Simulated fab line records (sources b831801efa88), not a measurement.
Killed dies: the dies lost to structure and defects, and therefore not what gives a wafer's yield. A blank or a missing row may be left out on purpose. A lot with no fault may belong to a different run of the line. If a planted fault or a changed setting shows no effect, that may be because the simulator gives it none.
Which of the tools did it? :: flow sky130 :: 13 lots, 39 wafers sampled, at 5 steps of a route of 708

WHAT THE GAUGES READ, wafer by wafer
SKY_FIELD_ISO_THK_MEAS_02. Usual: FIELD_ISO_OXIDATION_00_THK 12.13 nm, standard deviation 0.23.
lot: L979
measured: day 1 17:17
on: filmMetro-04
FIELD_ISO_OXIDATION_00_THK (nm): 12.41 12.41 12.17
flag: 

lot: L980
measured: day 1 21:40
on: filmMetro-01
FIELD_ISO_OXIDATION_00_THK (nm): 11.68 12.11 11.74
flag: 

lot: L982
measured: day 2 08:15
on: filmMetro-03
FIELD_ISO_OXIDATION_00_THK (nm): 11.92 12.12 11.97
flag: 

lot: L983
measured: day 2 13:34
on: filmMetro-03
FIELD_ISO_OXIDATION_00_THK (nm): 11.99 12.13 11.94
flag: 

lot: L985
measured: day 3 01:53
on: filmMetro-03
FIELD_ISO_OXIDATION_00_THK (nm): 12.26 12.29 12.08
flag: 

lot: L986
measured: day 3 08:35
on: filmMetro-01
FIELD_ISO_OXIDATION_00_THK (nm): 12.23 12.19 12.15
flag: 

lot: L988
measured: day 3 16:40
on: filmMetro-03
FIELD_ISO_OXIDATION_00_THK (nm): 12.26 12.26 12.09
flag: 

lot: L993
measured: day 4 16:24
on: filmMetro-01
FIELD_ISO_OXIDATION_00_THK (nm): 11.67 11.94 11.76
flag: 

lot: L994
measured: day 4 19:38
on: filmMetro-04
FIELD_ISO_OXIDATION_00_THK (nm): 11.87 12.10 11.87
flag: 

lot: L998
measured: day 5 16:44
on: filmMetro-03
FIELD_ISO_OXIDATION_00_THK (nm): 11.89 12.11 11.96
flag: 

lot: L999
measured: day 5 21:17
on: filmMetro-04
FIELD_ISO_OXIDATION_00_THK (nm): 11.86 11.90 11.83
flag: 

lot: L100
measured: day 6 01:38
on: filmMetro-01
FIELD_ISO_OXIDATION_00_THK (nm): 12.14 12.46 12.40
flag: 

lot: L101
measured: day 6 06:38
on: filmMetro-03
FIELD_ISO_OXIDATION_00_THK (nm): 11.81 12.06 11.92
flag: 

SKY_FIELD_ISO_THK_MEAS_04. Usual: FIELD_ISO_CVD_03_THK 150.2 nm, standard deviation 1.6.
lot: L979
measured: day 1 19:08
on: filmMetro-03
FIELD_ISO_CVD_03_THK (nm): 151.0 151.7 151.0
flag: 

lot: L980
measured: day 1 23:31
on: filmMetro-01
FIELD_ISO_CVD_03_THK (nm): 149.7 149.5 151.0
flag: 

lot: L982
measured: day 2 11:36
on: filmMetro-03
FIELD_ISO_CVD_03_THK (nm): 153.1 154.0 154.7
flag: 

lot: L983
measured: day 2 15:25
on: filmMetro-01
FIELD_ISO_CVD_03_THK (nm): 150.2 149.8 148.8
flag: 

lot: L985
measured: day 3 03:43
on: filmMetro-01
FIELD_ISO_CVD_03_THK (nm): 149.2 150.1 148.8
flag: 

lot: L986
measured: day 3 10:26
on: filmMetro-03
FIELD_ISO_CVD_03_THK (nm): 150.2 151.4 150.6
flag: 

lot: L988
measured: day 3 19:25
on: filmMetro-03
FIELD_ISO_CVD_03_THK (nm): 149.4 150.4 149.0
flag: 

lot: L993
measured: day 4 18:15
on: filmMetro-03
FIELD_ISO_CVD_03_THK (nm): 148.2 147.7 150.5
flag: 

lot: L994
measured: day 4 22:35
on: filmMetro-01
FIELD_ISO_CVD_03_THK (nm): 151.0 148.3 149.6
flag: 

lot: L998
measured: day 5 20:26
on: filmMetro-01
FIELD_ISO_CVD_03_THK (nm): 151.2 151.5 151.4
flag: 

lot: L999
measured: day 5 23:08
on: filmMetro-04
FIELD_ISO_CVD_03_THK (nm): 150.8 149.6 150.3
flag: 

lot: L100
measured: day 6 03:29
on: filmMetro-03
FIELD_ISO_CVD_03_THK (nm): 149.3 149.6 151.0
flag: 

lot: L101
measured: day 6 08:29
on: filmMetro-01
FIELD_ISO_CVD_03_THK (nm): 149.6 150.8 150.9
flag: 

SKY_DNWELL_TW_MEAS_09. Usual: DNWELL_TW 1107, standard deviation 9.
lot: L979
measured: day 3 09:20
on: filmMetro-02
DNWELL_TW: 1110 1105 1102
flag: 

lot: L980
measured: day 3 13:40
on: filmMetro-04
DNWELL_TW: 1095 1097 1094
flag: 

lot: L982
measured: day 4 11:41
on: filmMetro-04
DNWELL_TW: 1094 1096 1086
flag: 

lot: L983
measured: day 4 11:20
on: filmMetro-01
DNWELL_TW: 1100 1111 1111
flag: 

lot: L985
measured: day 4 19:35
on: filmMetro-01
DNWELL_TW: 1113 1113 1117
flag: 

lot: L986
measured: day 5 03:52
on: filmMetro-02
DNWELL_TW: 1114 1109 1104
flag: 

lot: L988
measured: day 5 14:08
on: filmMetro-02
DNWELL_TW: 1112 1104 1105
flag: 

lot: L993
measured: day 6 13:26
on: filmMetro-02
DNWELL_TW: 1115 1115 1111
flag: 

lot: L994
measured: day 6 17:31
on: filmMetro-04
DNWELL_TW: 1104 1103 1105
flag: 

lot: L998
measured: day 7 18:16
on: filmMetro-01
DNWELL_TW: 1123 1127 1127
flag: 

lot: L999
measured: day 7 19:56
on: filmMetro-04
DNWELL_TW: 1098 1097 1100
flag: 

lot: L100
measured: day 8 00:28
on: filmMetro-01
DNWELL_TW: 1114 1119 1118
flag: 

lot: L101
measured: day 8 11:43
on: filmMetro-01
DNWELL_TW: 1120 1123 1124
flag: 

SKY_VT_ADJUST_NCORE_TW_MEAS_11. Usual: VT_ADJUST_NCORE_TW 218.0, standard deviation 2.3.
lot: L979
measured: day 8 17:50
on: filmMetro-04
VT_ADJUST_NCORE_TW: 216.0 216.6 216.7
flag: 

lot: L980
measured: day 8 23:17
on: filmMetro-01
VT_ADJUST_NCORE_TW: 220.7 220.4 219.9
flag: 

lot: L982
measured: day 10 06:11
on: filmMetro-01
VT_ADJUST_NCORE_TW: 221.9 220.9 221.0
flag: 

lot: L983
measured: day 10 04:23
on: filmMetro-04
VT_ADJUST_NCORE_TW: 218.0 216.9 216.4
flag: 

lot: L985
measured: day 10 14:57
on: filmMetro-04
VT_ADJUST_NCORE_TW: 178.3 177.8 177.8 178.4 177.6 177.5
flag: OFF

lot: L986
measured: day 11 01:53
on: filmMetro-01
VT_ADJUST_NCORE_TW: 219.5 220.7 220.5
flag: 

lot: L988
measured: day 11 14:53
on: filmMetro-03
VT_ADJUST_NCORE_TW: 177.2 176.6 177.3 177.1 177.6 177.4
flag: OFF

lot: L993
measured: day 12 21:00
on: filmMetro-03
VT_ADJUST_NCORE_TW: 216.4 216.9 216.4
flag: 

lot: L994
measured: day 13 02:29
on: filmMetro-04
VT_ADJUST_NCORE_TW: 215.5 215.1 215.3
flag: 

lot: L998
measured: day 14 09:58
on: filmMetro-01
VT_ADJUST_NCORE_TW: 220.5 220.0 221.2
flag: 

lot: L999
measured: day 14 15:40
on: filmMetro-01
VT_ADJUST_NCORE_TW: 218.4 219.7 220.1
flag: 

lot: L100
measured: day 14 19:14
on: filmMetro-01
VT_ADJUST_NCORE_TW: 220.6 220.4 221.6
flag: 

lot: L101
measured: day 15 09:23
on: filmMetro-01
VT_ADJUST_NCORE_TW: 220.9 219.8 221.7
flag: 

EACH LOT AND THE TOOL THAT RAN IT (in order: tool; ch and the chambers of the sampled wafers; start)
lot: L979
SKY_VT_ADJUST_NCORE_IMPLANT_09: implanter-03 ch 0, day 8 17:37

lot: L980
SKY_VT_ADJUST_NCORE_IMPLANT_09: implanter-02 ch 0, day 8 23:05

lot: L982
SKY_VT_ADJUST_NCORE_IMPLANT_09: implanter-03 ch 0, day 10 05:56

lot: L983
SKY_VT_ADJUST_NCORE_IMPLANT_09: implanter-03 ch 0, day 10 04:08

lot: L985
SKY_VT_ADJUST_NCORE_IMPLANT_09: implanter-03 ch 0, day 10 14:43

lot: L986
SKY_VT_ADJUST_NCORE_IMPLANT_09: implanter-01 ch 0, day 11 01:38

lot: L988
SKY_VT_ADJUST_NCORE_IMPLANT_09: implanter-03 ch 0, day 11 14:38

lot: L993
SKY_VT_ADJUST_NCORE_IMPLANT_09: implanter-02 ch 0, day 12 20:46

lot: L994
SKY_VT_ADJUST_NCORE_IMPLANT_09: implanter-01 ch 0, day 13 02:14

lot: L998
SKY_VT_ADJUST_NCORE_IMPLANT_09: implanter-02 ch 0, day 14 09:43

lot: L999
SKY_VT_ADJUST_NCORE_IMPLANT_09: implanter-03 ch 0, day 14 15:26

lot: L100
SKY_VT_ADJUST_NCORE_IMPLANT_09: implanter-01 ch 0, day 14 18:59

lot: L101
SKY_VT_ADJUST_NCORE_IMPLANT_09: implanter-01 ch 0, day 15 09:08
- SKY_VT_ADJUST_NCORE_IMPLANT_09

AS READ BY THE TOOLS THEMSELVES (means over the sampled wafers that have a number; for cases with no such wafer, the mark the record gives instead)
SKY_VT_ADJUST_NCORE_IMPLANT_09. Usual: doseIonsCm2 2.3998e+12, standard deviation 2.6e+09; faradayCurrentUA 13.55, standard deviation 0.25.
lot: L979
tool: implanter-03
doseIonsCm2: 2.3985e+12
faradayCurrentUA: 13.61
flag: 

lot: L980
tool: implanter-02
doseIonsCm2: 2.4027e+12
faradayCurrentUA: 13.58
flag: 

lot: L982
tool: implanter-03
doseIonsCm2: 2.4013e+12
faradayCurrentUA: 13.49
flag: 

lot: L983
tool: implanter-03
doseIonsCm2: 2.4021e+12
faradayCurrentUA: 13.65
flag: 

lot: L985
tool: implanter-03
doseIonsCm2: 1.1859e+12
faradayCurrentUA: 6.60
flag: OFF

lot: L986
tool: implanter-01
doseIonsCm2: 2.3980e+12
faradayCurrentUA: 13.51
flag: 

lot: L988
tool: implanter-03
doseIonsCm2: 1.1837e+12
faradayCurrentUA: 6.77
flag: OFF

lot: L993
tool: implanter-02
doseIonsCm2: 2.4025e+12
faradayCurrentUA: 13.65
flag: 

lot: L994
tool: implanter-01
doseIonsCm2: 2.4018e+12
faradayCurrentUA: 13.49
flag: 

lot: L998
tool: implanter-02
doseIonsCm2: 2.3967e+12
faradayCurrentUA: 13.56
flag: 

lot: L999
tool: implanter-03
doseIonsCm2: 2.3985e+12
faradayCurrentUA: 13.40
flag: 

lot: L100
tool: implanter-01
doseIonsCm2: 2.4007e+12
faradayCurrentUA: 13.60
flag: 

lot: L101
tool: implanter-01
doseIonsCm2: 2.4005e+12
faradayCurrentUA: 13.37
flag: 

THE ANSWER, worked out from the rows above alone
Rule: lot off if the mean of its wafers having a number is beyond 3 standard deviations from the usual mean. A lot without any number at a reading at which 4 lots or more have one is off too. Where the step has rows for the other lots, those lots are counted as sound. First the gauges in route order, then the tools' own readings, where a lot's mean is used as printed above. At the first step where some lot is off, the reading lying furthest off is the one used; lots without a number count as furthest.
Off: L985, L988, at SKY_VT_ADJUST_NCORE_TW_MEAS_11 (VT_ADJUST_NCORE_TW).
A tool fits if, at a process step before that reading, it ran every lot that is off, and no sound lot after the first of them. The gauges at SKY_VT_ADJUST_NCORE_TW_MEAS_11 aren't tried: what is off there is off at SKY_VT_ADJUST_NCORE_IMPLANT_09 too, on other tools, and a gauge's error can't cause that. Of those tried, none fits.

WHAT WAS PUT IN BY THE SIMULATOR
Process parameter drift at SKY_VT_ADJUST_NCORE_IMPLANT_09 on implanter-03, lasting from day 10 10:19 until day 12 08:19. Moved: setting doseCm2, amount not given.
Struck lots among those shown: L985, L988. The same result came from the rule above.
